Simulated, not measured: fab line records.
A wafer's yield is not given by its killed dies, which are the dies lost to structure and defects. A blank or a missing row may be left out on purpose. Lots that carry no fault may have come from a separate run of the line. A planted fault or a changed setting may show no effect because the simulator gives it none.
fab line records | flow sky130
record: lots: 14 wafers: 42 last-day: 50
route steps=708 shown VIA3@586 METAL4@635
lots untouched by any fault: they come from a run of this same line in which no faults occurred
start-h: hours from the record's first day to the start of the lot's first wafer shown | wait-h: time in hours since the lot's previous step | " repeats the value in the row above | L1.1+2: one row covering several wafers at once | - no value, or no start was given | * or withheld: withheld | < > ~ a bound
route shown NAME@n: a module of which the file shows steps, and the number in the route of the first | usual: average and standard deviation across the fault-free wafers | same: alike in all rows | chamber/n: place in a boat | sites: per-site readings | _std_site: their standard deviation | _edge_site: inner sites' mean taken away from outer sites' mean | radius-mm: how far each site lies from the wafer's centre | mask NAME#n: copy n | behind: the most recent tool/chamber to have shaped the wafer | hold: cause of the lot's hold/its duration in hours/its outcome | device: which transistor (n, p or np) failed to switch | end of line: the tests these same wafers got at the end of their route | where a step has no rows: the recipe by itself | killed: count of dies lost to structure and defects at first sort (not the wafer's yield) | map: shows each die of a wafer: x if killed, . if not, _ if none is there
set.NAME: the setting that was run; set.NAME@STEP: the one run at that earlier step | model.NAME: the simulator's own value behind a step, which no gauge read
one table for each step of the route and one row for each wafer, over a sample of lots
services: when a tool's chamber went out of use (start-h, in hours from the record's first day, below 0 if earlier), for how many hours, and the reason
== steps ==
step: SKY_VIA3_OVL_MEAS_13
usual: VIA3_OVL: -4/5.3
columns lot.wafer tool chamber start-h wait-h VIA3_OVL[nm]
L417.4 overlay-01 - 938.47 0.1 -18
L417.5 " - " " -8
L417.6 " - " " -15
L418.1 overlay-01 - 939.45 0.1 -1
L418.2 " - " " 2
L418.5 " - " " 0
L419.4 overlay-01 - 953.05 0.1 -16
L419.5 " - " " -6
L419.6 " - " " -13
L421.4 overlay-01 - 980.80 0.1 -3
L421.5 " - " " -20
L421.6 " - " " -11
L422.1 overlay-02 - 981.49 0.1 -5
L422.4 " - " " -13
L422.5 " - " " -2
L424.3 overlay-01 - 986.57 0.1 -4
L424.5 " - " " 0
L424.6 " - " " -3
L425.1 overlay-02 - 994.14 0.1 -8
L425.3 " - " " -3
L425.5 " - " " -13
L426.1 overlay-02 - 1007.54 0.1 -4
L426.3 " - " " -10
L426.5 " - " " -5
L428.1 overlay-01 - 1014.25 0.1 -12
L428.3 " - " " -6
L428.6 " - " " -9
L433.2 overlay-02 - 1053.96 0.1 -11
L433.3 " - " " -8
L433.5 " - " " -4
L434.2 overlay-02 - 1057.59 0.1 7
L434.4 " - " " 2
L434.5 " - " " 2
L435.2 overlay-01 - 1058.66 0.1 5
L435.3 " - " " -5
L435.6 " - " " 3
L437.1 overlay-02 - 1070.80 0.1 3
L437.5 " - " " -1
L437.6 " - " " 1
L439.1 overlay-01 - 1091.10 0.1 3
L439.4 " - " " -6
L439.5 " - " " -8
step: SKY_VIA3_CVD_21
recipe: material: W target-thk-nm: 390 time-s: 117.31 temp-c: 400 pressure-torr: 40
usual: heater-power-w: 835/67
columns lot.wafer tool chamber start-h wait-h heater-power-w
L417.4 cvd-w-02 0 939.29 0.1 860
L417.5 " 0 " " 882
L417.6 " 1 " " 875
L418.1 cvd-w-01 0 940.24 0.0 742
L418.2 " 1 " " 891
L418.5 " 0 " " 763
L419.4 cvd-w-01 1 953.91 0.1 896
L419.5 " 1 " " 901
L419.6 " 0 " " 758
L421.4 cvd-w-02 1 981.62 0.0 855
L421.5 " 0 " " 902
L421.6 " 1 " " 873
L422.1 cvd-w-02 0 982.33 0.0 866
L422.4 " 1 " " 842
L422.5 " 0 " " 884
L424.3 cvd-w-02 0 987.39 0.1 886
L424.5 " 0 " " 894
L424.6 " 1 " " 869
L425.1 cvd-w-01 0 994.93 0.0 740
L425.3 " 0 " " 733
L425.5 " 0 " " 742
L426.1 cvd-w-02 1 1008.33 0.0 844
L426.3 " 1 " " 876
L426.5 " 0 " " 860
L428.1 cvd-w-01 0 1015.05 0.0 754
L428.3 " 0 " " 755
L428.6 " 0 " " 739
L433.2 cvd-w-01 1 1054.75 0.0 873
L433.3 " 0 " " 736
L433.5 " 0 " " 748
L434.2 cvd-w-01 1 1058.38 0.0 884
L434.4 " 0 " " 745
L434.5 " 0 " " 725
L435.2 cvd-w-01 1 1059.44 0.0 881
L435.3 " 1 " " 875
L435.6 " 1 " " 890
L437.1 cvd-w-01 1 1071.63 0.0 905
L437.5 " 0 " " 752
L437.6 " 1 " " 888
L439.1 cvd-w-01 0 1091.89 0.0 749
L439.4 " 0 " " 719
L439.5 " 1 " " 922
step: SKY_VIA3_THK_MEAS_23
recipe: thk-meas-gauge: xrf reads: W_of_VIA3_CVD_21
usual: VIA3_W_THK: 394/5.2
columns lot.wafer tool chamber start-h wait-h VIA3_W_THK[nm]
L417.4 film-metro-04 - 939.52 0.1 388
L417.5 " - " " 385
L417.6 " - " " 386
L418.1 film-metro-04 - 940.49 0.1 385
L418.2 " - " " 384
L418.5 " - " " 389
L419.4 film-metro-02 - 954.14 0.1 389
L419.5 " - " " 395
L419.6 " - " " 395
L421.4 film-metro-01 - 981.85 0.1 394
L421.5 " - " " 401
L421.6 " - " " 395
L422.1 film-metro-04 - 982.58 0.1 388
L422.4 " - " " 387
L422.5 " - " " 393
L424.3 film-metro-04 - 987.61 0.1 399
L424.5 " - " " 397
L424.6 " - " " 392
L425.1 film-metro-04 - 995.18 0.1 390
L425.3 " - " " 397
L425.5 " - " " 397
L426.1 film-metro-04 - 1008.57 0.1 395
L426.3 " - " " 390
L426.5 " - " " 399
L428.1 film-metro-02 - 1015.29 0.1 395
L428.3 " - " " 393
L428.6 " - " " 394
L433.2 film-metro-04 - 1055.01 0.1 390
L433.3 " - " " 395
L433.5 " - " " 398
L434.2 film-metro-01 - 1058.63 0.1 404
L434.4 " - " " 398
L434.5 " - " " 407
L435.2 film-metro-01 - 1059.69 0.1 404
L435.3 " - " " 402
L435.6 " - " " 405
L437.1 film-metro-02 - 1071.87 0.1 397
L437.5 " - " " 397
L437.6 " - " " 396
L439.1 film-metro-02 - 1092.13 0.1 391
L439.4 " - " " 388
L439.5 " - " " 391
step: SKY_METAL4_STRIP_19
recipe: chemistry: O2/N2 power-w: 1400 pressure-mtorr: 1500 platen-temp-c: withheld o2-flow-sccm: 3000 n2-flow-sccm: 300 overash-fraction: 0.5
usual: chamber-pressure-mTorr: 1499.9/1.5 drypump-motor-current-A: 5.7/0.49 oes-product-au: 0.500/0.0052 strip-time-to-endpoint-s: 6.47/0.051
columns lot.wafer tool chamber start-h wait-h chamber-pressure-mTorr drypump-motor-current-A oes-product-au rf-hours-counter-h strip-time-to-endpoint-s
L417.4 plasma-asher-03 0 989.38 0.1 1499.4 5.5 0.495 - 6.42
L417.5 " 1 " " 1501.0 6.4 0.499 - 6.44
L417.6 " 0 " " 1500.8 5.4 0.496 - 6.52
L418.1 plasma-asher-03 0 990.05 0.1 1499.9 5.5 0.497 24 6.48
L418.2 " 1 " " 1501.9 6.4 0.501 24 6.48
L418.5 " 1 " " 1499.4 6.4 0.504 - 6.51
L419.4 plasma-asher-04 0 1003.28 0.1 1501.1 5.1 0.504 - 6.54
L419.5 " 0 " " 1499.9 5.1 0.491 - 6.44
L419.6 " 1 " " 1499.8 5.6 0.497 - 6.57
L421.4 plasma-asher-02 1 1029.55 0.1 1500.4 6.2 0.493 - 6.41
L421.5 " 1 " " 1501.2 6.2 0.505 - 6.43
L421.6 " 0 " " 1502.0 6.1 0.497 - 6.41
L422.1 plasma-asher-04 0 1030.17 0.1 1501.0 5.1 0.499 91 6.52
L422.4 " 1 " " 1501.2 5.6 0.503 - 6.48
L422.5 " 0 " " 1500.4 5.1 0.499 - 6.46
L424.3 plasma-asher-02 1 1035.81 0.2 1500.4 6.2 0.498 - 6.41
L424.5 " 1 " " 1500.3 6.2 0.506 - 6.47
L424.6 " 0 " " 1501.0 6.1 0.498 - 6.47
L425.1 plasma-asher-02 0 1042.43 0.3 1499.2 6.1 0.505 123 6.53
L425.3 " 0 " " 1501.8 6.0 0.501 - 6.50
L425.5 " 1 " " 1501.6 6.3 0.509 - 6.48
L426.1 plasma-asher-04 1 1055.70 0.1 1501.4 5.6 0.496 93 6.39
L426.3 " 1 " " 1498.2 5.6 0.497 - 6.52
L426.5 " 0 " " 1497.7 5.1 0.496 - 6.47
L428.1 plasma-asher-03 0 1062.05 0.1 1497.3 5.4 0.493 31 6.53
L428.3 " 1 " " 1499.2 6.4 0.496 - 6.49
L428.6 " 0 " " 1500.0 5.5 0.498 - 6.47
L433.2 plasma-asher-04 1 1096.17 0.1 - - - - -
L433.3 " 0 " " - - - - -
L433.5 " 1 " " - - - - -
L434.2 plasma-asher-03 0 1097.59 0.1 - - - - -
L434.4 " 1 " " - - - - -
L434.5 " 0 " " - - - - -
L435.2 plasma-asher-04 1 1098.19 0.1 1499.9 5.6 0.498 99 6.48
L435.3 " 1 " " 1500.6 5.6 0.499 - 6.54
L435.6 " 0 " " 1501.2 5.1 0.501 - 6.52
L437.1 plasma-asher-02 1 1107.40 0.1 1499.3 6.2 0.508 3 6.47
L437.5 " 0 " " 1499.8 6.1 0.505 - 6.48
L437.6 " 1 " " 1498.6 6.3 0.498 - 6.47
L439.1 plasma-asher-03 1 1136.01 0.1 1501.2 6.4 0.492 38 6.43
L439.4 " 1 " " 1499.9 6.5 0.497 - 6.46
L439.5 " 0 " " 1502.1 5.5 0.498 - 6.44
== services ==
columns tool chamber start-h hours kind
cvd-w-02 0 918.11 - clean
cvd-w-02 1 918.11 - clean
cvd-w-02 - 921.73 1.2 repair
plasma-asher-02 - 965.61 9.3 repair
cvd-w-01 - 995.15 5.5 repair
cvd-w-01 - 1008.58 2.8 pm
plasma-asher-02 - 1055.31 9.0 pm
plasma-asher-02 0 1055.31 9.0 vent-cycle
plasma-asher-02 1 1055.31 9.0 vent-cycle
cvd-w-02 - 1056.23 28.1 pm
plasma-asher-02 0 1064.31 - clean
plasma-asher-02 1 1064.31 - clean
plasma-asher-02 - 1073.01 15.6 pm
cvd-w-01 - 1084.86 6.9 pm
cvd-w-01 1 1093.99 13.8 repair
== key ==
first-sign: step: SKY_METAL4_STRIP_19 reading: tool-record direction: missing
effect none on later readings
met-at SKY_METAL4_STRIP_19
struck-lots L433,L434
later-rows-left-out L433.2,L433.3,L433.5,L434.2,L434.4,L434.5
sort-left-out L433.2,L433.3,L433.5,L434.2,L434.4,L434.5
not-acting-at SKY_VIA3_OVL_MEAS_13,SKY_VIA3_CVD_21,SKY_VIA3_THK_MEAS_23
onset-between 1062.05 1096.17
fault: kind: skipped-step-whole tool: plasma-asher-03,plasma-asher-04 chamber: - onset-h: 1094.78 steps: SKY_METAL4_STRIP_19 scope: struck-lots-only
sort-left-out: the simulated sort isn't trusted on such a fault, so these wafers' sort isn't shown, and their yield isn't known
later-rows-left-out: the simulator's readings of these wafers behind a module that went badly wrong aren't trusted and aren't shown, but for the sort
